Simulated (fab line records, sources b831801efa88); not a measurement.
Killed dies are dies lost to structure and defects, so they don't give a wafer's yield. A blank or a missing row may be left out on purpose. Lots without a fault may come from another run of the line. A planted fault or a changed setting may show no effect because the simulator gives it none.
Which tool did it? | flow sky130 | 10 lots, 30 wafers sampled, at 2 steps of a route of 708

WHAT THE GAUGES READ, wafer by wafer
SKY_VIA4_RS_MEAS_19: measures by four-point-probe.
lot  | measured     | on            | VIA4_W_RS (ohm/sq)
L912 | day 42 20:31 | film_metro-02 | 0.2254 0.2255 0.2274
L913 | day 42 22:20 | film_metro-02 | 0.2261 0.2244 0.2234
L914 | day 43 01:11 | film_metro-02 | 0.2269 0.2269 0.2279
L923 | day 45 19:34 | film_metro-03 | 0.2252 0.2216 0.2245
L921 | day 45 23:46 | film_metro-03 | 0.2280 0.2270 0.2259
L925 | day 46 15:34 | film_metro-02 | 0.2272 0.2263 0.2270
L930 | day 47 13:22 | film_metro-02 | 0.2236 0.2218 0.2656
L931 | day 47 13:40 | film_metro-02 | 0.2701 0.2649 0.2272
L932 | day 47 21:19 | film_metro-03 | 0.2245 0.2230 0.2237
L933 | day 47 22:32 | film_metro-04 | 0.2642 0.2668 0.2679

WHICH TOOL RAN EACH LOT (tool, then ch and the chambers of the sampled wafers, then the start)
lot  | SKY_VIA4_CVD_18
L912 | cvd_w-02 ch 0,1, day 42 20:22
L913 | cvd_w-02 ch 0,1, day 42 22:10
L914 | cvd_w-01 ch 0,1, day 43 01:01
L923 | cvd_w-02 ch 0,1, day 45 19:25
L921 | cvd_w-01 ch 0,1, day 45 23:37
L925 | cvd_w-02 ch 0,1, day 46 15:23
L930 | cvd_w-01 ch 0,1, day 47 13:13
L931 | cvd_w-01 ch 0,1, day 47 13:31
L932 | cvd_w-02 ch 0, day 47 21:01
L933 | cvd_w-01 ch 0, day 47 22:22
- SKY_VIA4_CVD_18: deposits W, target thk 505 nm, time 152.14 s.

THE ANSWER, worked out from the rows above alone
Rule: what is usual is taken from the lots themselves. Put in order of their means at a reading, lots are off if they are a third of the lots or fewer, leave a main group of 4 or more, and stand apart from it by a gap of 3 or more times the standard deviation of the main group's means; of several such gaps the widest counts. A main group whose means are all the same, to the digits that the tables above print for the reading, isn't used. A lot without any number at a reading at which 4 lots or more have one is off too. The other lots that the step has rows for count as sound.
Off: L930, L931, L933, at SKY_VIA4_RS_MEAS_19 (VIA4_W_RS). The main group: mean 0.2256 ohm/sq, standard deviation 0.0014.
A tool fits if, at a process step before that reading, it ran every lot that is off, and no sound lot after the first of them. The gauges at SKY_VIA4_RS_MEAS_19 are tried like those tools. One fits: cvd_w-01 at SKY_VIA4_CVD_18. Its last sound lot is L921 (day 45 23:37), its first lot that is off L930 (day 47 13:13): a fault that began between those two fits.

WHAT THE SIMULATOR HAD PUT IN
Process parameter drift: cvd_w-01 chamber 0, from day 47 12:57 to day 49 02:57, at SKY_VIA4_CVD_18. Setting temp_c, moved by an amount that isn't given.
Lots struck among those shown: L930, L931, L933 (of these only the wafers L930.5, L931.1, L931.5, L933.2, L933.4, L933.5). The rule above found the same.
